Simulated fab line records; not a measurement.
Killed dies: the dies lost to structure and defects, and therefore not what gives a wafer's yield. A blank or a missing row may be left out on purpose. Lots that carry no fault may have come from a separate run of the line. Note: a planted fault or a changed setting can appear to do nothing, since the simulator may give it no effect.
The tool behind it: which one? :: flow sky130 :: 14 lots, 42 wafers sampled, at 4 steps of a route of 708

## WHAT EACH GAUGE READ, for each wafer
SKY_LDD_P_TW_MEAS_11.
lot: L724
measured: day 18 14:05
on: film metro-04
LDD_P_TW: 635.3 634.3 638.9

lot: L725
measured: day 18 17:08
on: film metro-04
LDD_P_TW: 635.6 636.1 640.1

lot: L726
measured: day 19 05:51
on: film metro-02
LDD_P_TW: 636.5 634.0 631.6

lot: L727
measured: day 19 10:18
on: film metro-04
LDD_P_TW: 642.4 638.6 639.2

lot: L729
measured: day 20 03:28
on: film metro-03
LDD_P_TW: 639.2 640.8 638.3

lot: L731
measured: day 21 17:10
on: film metro-02
LDD_P_TW: 635.9 635.4 640.3

lot: L732
measured: day 21 23:55
on: film metro-02
LDD_P_TW: 639.8 639.0 637.0

lot: L733
measured: day 22 00:11
on: film metro-04
LDD_P_TW: 643.1 637.3 637.9

lot: L735
measured: day 22 17:26
on: film metro-02
LDD_P_TW: 642.4 640.8 639.1

lot: L739
measured: day 24 15:56
on: film metro-02
LDD_P_TW: 637.4 637.3 637.8

lot: L740
measured: day 24 23:17
on: film metro-02
LDD_P_TW: 636.5 637.2 638.3

lot: L741
measured: day 24 23:25
on: film metro-04
LDD_P_TW: 640.0 642.8 640.7

lot: L743
measured: day 25 05:59
on: film metro-04
LDD_P_TW: 640.2 641.8 639.9

lot: L745
measured: day 26 01:52
on: film metro-04
LDD_P_TW: 642.3 637.5 637.6

SKY_LI_CONTACT_THK_MEAS_01.
lot: L724
measured: day 27 16:50
on: film metro-02
LI_CONTACT_HDPCVD_THK (nm): 942 934 946

lot: L725
measured: day 27 17:41
on: film metro-01
LI_CONTACT_HDPCVD_THK (nm): 928 933 936

lot: L726
measured: day 28 05:48
on: film metro-01
LI_CONTACT_HDPCVD_THK (nm): 927 939 912

lot: L727
measured: day 28 09:42
on: film metro-04
LI_CONTACT_HDPCVD_THK (nm): 929 927 934

lot: L729
measured: day 29 02:47
on: film metro-02
LI_CONTACT_HDPCVD_THK (nm): 928 939 929

lot: L731
measured: day 30 11:47
on: film metro-04
LI_CONTACT_HDPCVD_THK (nm): 935 923 939

lot: L732
measured: day 30 19:02
on: film metro-04
LI_CONTACT_HDPCVD_THK (nm): 931 947 935

lot: L733
measured: day 30 19:56
on: film metro-01
LI_CONTACT_HDPCVD_THK (nm): 923 930 930

lot: L735
measured: day 31 09:24
on: film metro-02
LI_CONTACT_HDPCVD_THK (nm): 930 934 923

lot: L739
measured: day 33 07:29
on: film metro-02
LI_CONTACT_HDPCVD_THK (nm): 916 930 920

lot: L740
measured: day 33 13:41
on: film metro-02
LI_CONTACT_HDPCVD_THK (nm): 936 927 918

lot: L741
measured: day 33 14:36
on: film metro-02
LI_CONTACT_HDPCVD_THK (nm): 930 923 928

lot: L743
measured: day 33 20:32
on: film metro-01
LI_CONTACT_HDPCVD_THK (nm): 932 929 932

lot: L745
measured: day 34 13:08
on: film metro-04
LI_CONTACT_HDPCVD_THK (nm): 937 940 919

## EACH LOT AND THE TOOL THAT RAN IT (in order: tool; ch and the chambers of the sampled wafers; start)
lot: L724
SKY_POLY_CUT_DEVELOP_07: litho track-02 ch 0, day 23 20:00
SKY_POLY_CUT_STRIP_12: plasma asher-01 ch 0,1, day 23 21:01

lot: L725
SKY_POLY_CUT_DEVELOP_07: litho track-01 ch 0, day 23 21:00
SKY_POLY_CUT_STRIP_12: plasma asher-04 ch 0,1, day 23 22:03

lot: L726
SKY_POLY_CUT_DEVELOP_07: litho track-03 ch 0, day 24 09:00
SKY_POLY_CUT_STRIP_12: plasma asher-01 ch 0,1, day 24 10:09

lot: L727
SKY_POLY_CUT_DEVELOP_07: litho track-01 ch 0, day 24 13:00
SKY_POLY_CUT_STRIP_12: plasma asher-01 ch 0,1, day 24 13:41

lot: L729
SKY_POLY_CUT_DEVELOP_07: litho track-02 ch 0, day 25 08:00
SKY_POLY_CUT_STRIP_12: plasma asher-04 ch 0,1, day 25 09:10

lot: L731
SKY_POLY_CUT_DEVELOP_07: litho track-02 ch 0, day 26 18:00
SKY_POLY_CUT_STRIP_12: plasma asher-01 ch 0,1, day 26 19:22

lot: L732
SKY_POLY_CUT_DEVELOP_07: litho track-02 ch 0, day 27 01:00
SKY_POLY_CUT_STRIP_12: plasma asher-02 ch 0, day 27 02:16

lot: L733
SKY_POLY_CUT_DEVELOP_07: litho track-03 ch 0, day 27 04:00
SKY_POLY_CUT_STRIP_12: plasma asher-02 ch 0,1, day 27 04:28

lot: L735
SKY_POLY_CUT_DEVELOP_07: litho track-03 ch 0, day 27 19:00
SKY_POLY_CUT_STRIP_12: plasma asher-01 ch 0,1, day 27 20:18

lot: L739
SKY_POLY_CUT_DEVELOP_07: litho track-01 ch 0, day 29 17:00
SKY_POLY_CUT_STRIP_12: plasma asher-01 ch 0,1, day 29 17:51

lot: L740
SKY_POLY_CUT_DEVELOP_07: litho track-03 ch 0, day 29 23:00
SKY_POLY_CUT_STRIP_12: plasma asher-01 ch 1, day 29 23:55

lot: L741
SKY_POLY_CUT_DEVELOP_07: litho track-03 ch 0, day 30 00:00
SKY_POLY_CUT_STRIP_12: plasma asher-01 ch 0,1, day 30 00:52

lot: L743
SKY_POLY_CUT_DEVELOP_07: litho track-02 ch 0, day 30 07:00
SKY_POLY_CUT_STRIP_12: plasma asher-04 ch 0,1, day 30 07:37

lot: L745
SKY_POLY_CUT_DEVELOP_07: litho track-01 ch 0, day 31 00:00
SKY_POLY_CUT_STRIP_12: plasma asher-02 ch 0,1, day 31 00:48
- SKY_POLY_CUT_DEVELOP_07: develop time 60 s.
- SKY_POLY_CUT_STRIP_12: strips in O2/N2.

## WHAT THE TOOLS THEMSELVES READ (means of the sampled wafers that have a number; where no wafer has one, the mark that the record gives instead)
SKY_POLY_CUT_DEVELOP_07.
lot: L724
tool: litho track-02
developer temp C (C): 20.98

lot: L725
tool: litho track-01
developer temp C (C): 21.09

lot: L726
tool: litho track-03
developer temp C (C): 20.97

lot: L727
tool: litho track-01
developer temp C (C): 21.02

lot: L729
tool: litho track-02
developer temp C (C): 20.95

lot: L731
tool: litho track-02
developer temp C (C): 21.12

lot: L732
tool: litho track-02
developer temp C (C): 20.94

lot: L733
tool: litho track-03
developer temp C (C): 20.90

lot: L735
tool: litho track-03
developer temp C (C): 21.02

lot: L739
tool: litho track-01
developer temp C (C): 20.94

lot: L740
tool: litho track-03
developer temp C (C): 20.06

lot: L741
tool: litho track-03
developer temp C (C): 19.98

lot: L743
tool: litho track-02
developer temp C (C): 21.15

lot: L745
tool: litho track-01
developer temp C (C): 21.02

SKY_POLY_CUT_STRIP_12.
lot: L724
tool: plasma asher-01
drypump motor current A (A): 6.1
oes product au (a.u.): 0.453
strip time to endpoint s (s): 5.369

lot: L725
tool: plasma asher-04
drypump motor current A (A): 5.7
oes product au (a.u.): 0.455
strip time to endpoint s (s): 5.353

lot: L726
tool: plasma asher-01
drypump motor current A (A): 6.3
oes product au (a.u.): 0.452
strip time to endpoint s (s): 5.353

lot: L727
tool: plasma asher-01
drypump motor current A (A): 6.1
oes product au (a.u.): 0.451
strip time to endpoint s (s): 5.336

lot: L729
tool: plasma asher-04
drypump motor current A (A): 5.7
oes product au (a.u.): 0.453
strip time to endpoint s (s): 5.355

lot: L731
tool: plasma asher-01
drypump motor current A (A): 6.1
oes product au (a.u.): 0.449
strip time to endpoint s (s): 5.366

lot: L732
tool: plasma asher-02
drypump motor current A (A): 5.8
oes product au (a.u.): 0.449
strip time to endpoint s (s): 5.372

lot: L733
tool: plasma asher-02
drypump motor current A (A): 5.7
oes product au (a.u.): 0.456
strip time to endpoint s (s): 5.364

lot: L735
tool: plasma asher-01
drypump motor current A (A): 6.1
oes product au (a.u.): 0.456
strip time to endpoint s (s): 5.394

lot: L739
tool: plasma asher-01
drypump motor current A (A): 6.1
oes product au (a.u.): 0.451
strip time to endpoint s (s): 5.361

lot: L740
tool: plasma asher-01
drypump motor current A (A): 6.0
oes product au (a.u.): 0.449
strip time to endpoint s (s): 5.376

lot: L741
tool: plasma asher-01
drypump motor current A (A): 6.2
oes product au (a.u.): 0.457
strip time to endpoint s (s): 5.341

lot: L743
tool: plasma asher-04
drypump motor current A (A): 5.6
oes product au (a.u.): 0.455
strip time to endpoint s (s): 5.361

lot: L745
tool: plasma asher-02
drypump motor current A (A): 5.7
oes product au (a.u.): 0.452
strip time to endpoint s (s): 5.359

## THE ANSWER, worked out from the rows above alone
Rule: the lots themselves supply what counts as usual. Put in order of their means at a reading, lots are off if they are a third of the lots or fewer, leave a main group of 4 or more, and stand apart from it by a gap of 3 or more times the standard deviation of the main group's means; of several such gaps the widest counts. The tables above print the reading to a certain number of digits; a main group whose means all agree to those digits is not used. Also off: a lot with no number at a reading for which 4 or more lots have one. The other lots that the step has rows for count as sound. First the gauges in route order, then the tools' own readings, where a lot's mean is used as printed above. The first step at which some lot is off is used, and at that step the reading that is off furthest; a lot without a number counts as furthest.
Off: L740, L741 (SKY_POLY_CUT_DEVELOP_07, developer temp C). The main group has a mean of 21.01 C with a standard deviation of 0.074.
If a tool, at that step or one of the process steps before it, ran each lot that is off and ran no sound lot following the first of them, it fits. One fits: SKY_POLY_CUT_DEVELOP_07 on litho track-03. A fault onset in the window from L735 (day 27 19:00, its last sound lot) to L740 (day 29 23:00, its first lot off) fits.
The tool's own readings at SKY_POLY_CUT_DEVELOP_07 bear it out: on the lots that are off they differ by more than 5 times the standard deviation of the sound lots' means. developer temp C reads 20.02 C there against 21.01 C on the sound lots.

## WHAT THE SIMULATOR HAD PUT IN
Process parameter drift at SKY_POLY_CUT_DEVELOP_07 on litho track-03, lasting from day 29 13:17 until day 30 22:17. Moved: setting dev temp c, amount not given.
Shown lots that were struck: L740, L741. Same finding as the rule above.
